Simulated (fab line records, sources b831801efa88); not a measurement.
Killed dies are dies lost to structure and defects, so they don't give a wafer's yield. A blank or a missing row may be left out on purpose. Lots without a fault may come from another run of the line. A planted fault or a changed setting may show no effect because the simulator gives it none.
Chamber matching | flow gf180mcu | GF_V3_CMP_26 on cmp-02: 4 sister chambers
The step polishes, stops on SiO2, t overpolish 15 s, target thk 0 nm. 16 wafers are shown with their chamber, then 8 later ones without.

WAFERS WITH THEIR CHAMBER
wafer  | chamber | motor_current_A (A) | overpolish_run_s (s) | time_to_endpoint_s (s)
L074.3 | 0       | 10.1                | 14.995               | 86
L074.5 | 1       | 10.2                | 15.002               | 79
L074.6 | 2       | 13.1                | 15.006               | 82
L078.3 | 3       | 9.0                 | 14.981               | 79
L078.4 | 1       | 11.2                | 15.007               | 82
L078.6 | 1       | 10.8                | 15.009               | 81
L082.3 | 1       | 10.7                | 15.005               | 85
L082.4 | 2       | 12.1                | 14.996               | 81
L082.6 | 3       | 9.1                 | 14.981               | 89
L083.1 | 1       | 10.8                | 15.013               | 87
L083.4 | 3       | 8.7                 | 14.996               | 88
L083.5 | 1       | 11.0                | 15.012               | 86
L090.1 | 0       | 9.5                 | 15.005               | 90
L090.4 | 1       | 10.7                | 14.988               | 85
L090.5 | 0       | 9.4                 | 14.995               | 87
L091.1 | 0       | 10.0                | 14.986               | 88

SIGNATURES (means of the wafers above)
reading            | chamber 0 | chamber 1 | chamber 2 | chamber 3 | scatter within a chamber
motor_current_A    | 9.750     | 10.771    | 12.600    | 8.933     | 0.357
overpolish_run_s   | 14.99525  | 15.00514  | 15.00100  | 14.98600  | 0.00822
time_to_endpoint_s | 87.75     | 83.57     | 81.50     | 85.33     | 3.18
Rule: a wafer's distance from a chamber is the root of the sum, over the readings, of the square of ((its reading less the chamber's mean) divided by the reading's scatter). The wafer belongs to the nearest chamber; if the next one is less than 2 further off, it can't be placed. The scatter: the root of (the sum of the squares of (reading less its chamber's mean) over the shown wafers, divided by (wafers less chambers)).

WAFERS WITHOUT THEIR CHAMBER
wafer  | motor_current_A (A) | overpolish_run_s (s) | time_to_endpoint_s (s)
L091.2 | 10.8                | 14.989               | 84
L091.5 | 8.9                 | 14.993               | 86
L092.2 | 8.3                 | 14.996               | 88
L092.4 | 10.4                | 15.000               | 85
L092.5 | 9.4                 | 15.013               | 92
L094.2 | 10.1                | 15.014               | 86
L094.5 | 10.8                | 15.020               | 84
L094.6 | 12.3                | 15.010               | 82

WHICH CHAMBER EACH WENT THROUGH
wafer  | from the rows above     | in truth
L091.2 | can't be placed: 1 or 0 | 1
L091.5 | can't be placed: 3 or 0 | 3
L092.2 | can't be placed: 3 or 0 | 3
L092.4 | can't be placed: 1 or 0 | 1
L092.5 | can't be placed: 0 or 3 | 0
L094.2 | can't be placed: 1 or 0 | 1
L094.5 | 1                       | 1
L094.6 | 2                       | 2
Placed correctly: 2 of 8. Can't be placed from these rows: 6 (the true chamber is among the candidates in 6). Placed wrongly: 0.
